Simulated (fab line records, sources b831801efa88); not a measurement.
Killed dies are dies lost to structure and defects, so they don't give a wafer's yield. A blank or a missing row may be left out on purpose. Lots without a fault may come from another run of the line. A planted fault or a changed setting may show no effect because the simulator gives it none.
Which tool did it? | flow gf180mcu | 13 lots, 39 wafers sampled, at 4 steps of a route of 602

WHAT THE GAUGES READ, wafer by wafer
GF_VT_IMPLANT_OVL_MEAS_29.
lot  | measured     | on         | VT_IMPLANT_02_OVL (nm)
L970 | day 6 20:15  | overlay-01 | 1.2 2.8 0.4
L971 | day 7 01:37  | overlay-01 | -2.0 -2.2 -2.5
L972 | day 7 07:52  | overlay-01 | 0.4 -1.4 0.1
L973 | day 7 14:31  | overlay-02 | -2.7 -2.5 -2.1
L977 | day 8 16:07  | overlay-02 | 0.6 -0.3 -0.1
L978 | day 9 00:30  | overlay-02 | 0.2 -0.2 0.5
L979 | day 9 05:28  | overlay-01 | -0.1 -1.8 0.5
L981 | day 9 20:03  | overlay-01 | -1.9 -2.2 -0.9
L985 | day 11 00:18 | overlay-01 | -4.0 -2.5 -2.7
L990 | day 12 07:13 | overlay-01 | -1.1 0.5 0.2
L991 | day 12 12:24 | overlay-01 | 0.9 1.8 1.3
L992 | day 12 21:25 | overlay-02 | -1.3 -1.4 -1.5
L993 | day 13 03:48 | overlay-01 | -2.2 -1.7 -1.7

GF_VT_IMPLANT_RS_MEAS_46: measures by four-point-probe.
lot  | measured     | on            | MVSD_RS (ohm/sq)
L970 | day 7 12:02  | film_metro-04 | 455.8 456.9 457.5
L971 | day 7 17:53  | film_metro-04 | 457.8 458.0 457.5
L972 | day 8 00:52  | film_metro-04 | 455.5 456.2 455.9
L973 | day 8 07:44  | film_metro-01 | 455.4 456.9 456.4
L977 | day 9 09:57  | film_metro-01 | 458.0 457.8 457.4
L978 | day 9 18:10  | film_metro-03 | 459.0 458.5 459.6
L979 | day 9 23:17  | film_metro-01 | 454.3 453.1 453.5
L981 | day 10 14:52 | film_metro-03 | 456.9 456.2 455.5
L985 | day 11 18:48 | film_metro-03 | 457.1 456.8 456.7
L990 | day 13 04:12 | film_metro-04 | 456.4 455.6 454.4
L991 | day 13 09:21 | film_metro-04 | 455.7 456.0 455.9
L992 | day 13 18:44 | film_metro-03 | 456.1 455.5 456.3
L993 | day 14 00:55 | film_metro-03 | 456.7 456.9 455.5

GF_DUAL_GATE_OVL_MEAS_11.
lot  | measured     | on         | DUAL_GATE_OVL (nm)
L970 | day 8 06:45  | overlay-02 | 0.9 1.0 0.1
L971 | day 8 11:58  | overlay-01 | 0.9 1.5 1.3
L972 | day 8 19:52  | overlay-02 | 1.8 0.2 2.0
L973 | day 9 03:15  | overlay-01 | 0.4 0.7 1.2
L977 | day 10 05:12 | overlay-01 | -0.1 1.2 0.0
L978 | day 10 14:21 | overlay-01 | 0.6 -0.2 -0.5
L979 | day 10 19:40 | overlay-01 | 1.2 0.5 -0.8
L981 | day 11 12:33 | overlay-02 | -0.8 1.5 1.6
L985 | day 12 16:04 | overlay-01 | - - -
L990 | day 14 03:04 | overlay-01 | -0.2 -0.7 -1.1
L991 | day 14 08:39 | overlay-02 | -0.5 -0.9 -0.6
L992 | day 14 18:10 | overlay-01 | -2.4 -1.2 -0.5
L993 | day 15 00:09 | overlay-01 | 1.4 1.4 1.1

WHICH TOOL RAN EACH LOT (tool, then ch and the chambers of the sampled wafers, then the start)
lot  | GF_DUAL_GATE_EXPOSE_08
L970 | iline_stepper-02 ch 0, day 7 22:32
L971 | iline_stepper-01 ch 0, day 8 04:30
L972 | iline_stepper-02 ch 0, day 8 11:04
L973 | iline_stepper-01 ch 0, day 8 19:10
L977 | iline_stepper-01 ch 0, day 9 20:48
L978 | iline_stepper-02 ch 0, day 10 05:41
L979 | iline_stepper-01 ch 0, day 10 11:16
L981 | iline_stepper-01 ch 0, day 11 04:11
L985 | iline_stepper-02 ch 0, day 12 06:21
L990 | iline_stepper-02 ch 0, day 13 17:01
L991 | iline_stepper-02 ch 0, day 13 22:13
L992 | iline_stepper-01 ch 0, day 14 08:01
L993 | iline_stepper-02 ch 0, day 14 13:56
- GF_DUAL_GATE_EXPOSE_08: exposes mask Dualgate, target cd 700 nm.

WHAT THE TOOLS THEMSELVES READ (means of the sampled wafers that have a number; where no wafer has one, the mark that the record gives instead)
The record holds no such reading with a usual standard deviation.

THE ANSWER, worked out from the rows above alone
Rule: what is usual is taken from the lots themselves. Put in order of their means at a reading, lots are off if they are a third of the lots or fewer, leave a main group of 4 or more, and stand apart from it by a gap of 3 or more times the standard deviation of the main group's means; of several such gaps the widest counts. A main group whose means are all the same, to the digits that the tables above print for the reading, isn't used. A lot without any number at a reading at which 4 lots or more have one is off too. The other lots that the step has rows for count as sound. The gauges are gone through in route order, then the tools' own readings, and for those a lot's mean is taken as printed above. The first step at which some lot is off is used, and at that step the reading that is off furthest; a lot without a number counts as furthest.
Off: L985, at GF_DUAL_GATE_OVL_MEAS_11 (DUAL_GATE_OVL). Without a number there: L985. The main group: mean 0.3 nm, standard deviation 0.83.
A tool fits if, at a process step before that reading, it ran every lot that is off, and no sound lot after the first of them. The gauges at GF_DUAL_GATE_OVL_MEAS_11 are tried like those tools. None of those tried fits.

WHAT THE SIMULATOR HAD PUT IN
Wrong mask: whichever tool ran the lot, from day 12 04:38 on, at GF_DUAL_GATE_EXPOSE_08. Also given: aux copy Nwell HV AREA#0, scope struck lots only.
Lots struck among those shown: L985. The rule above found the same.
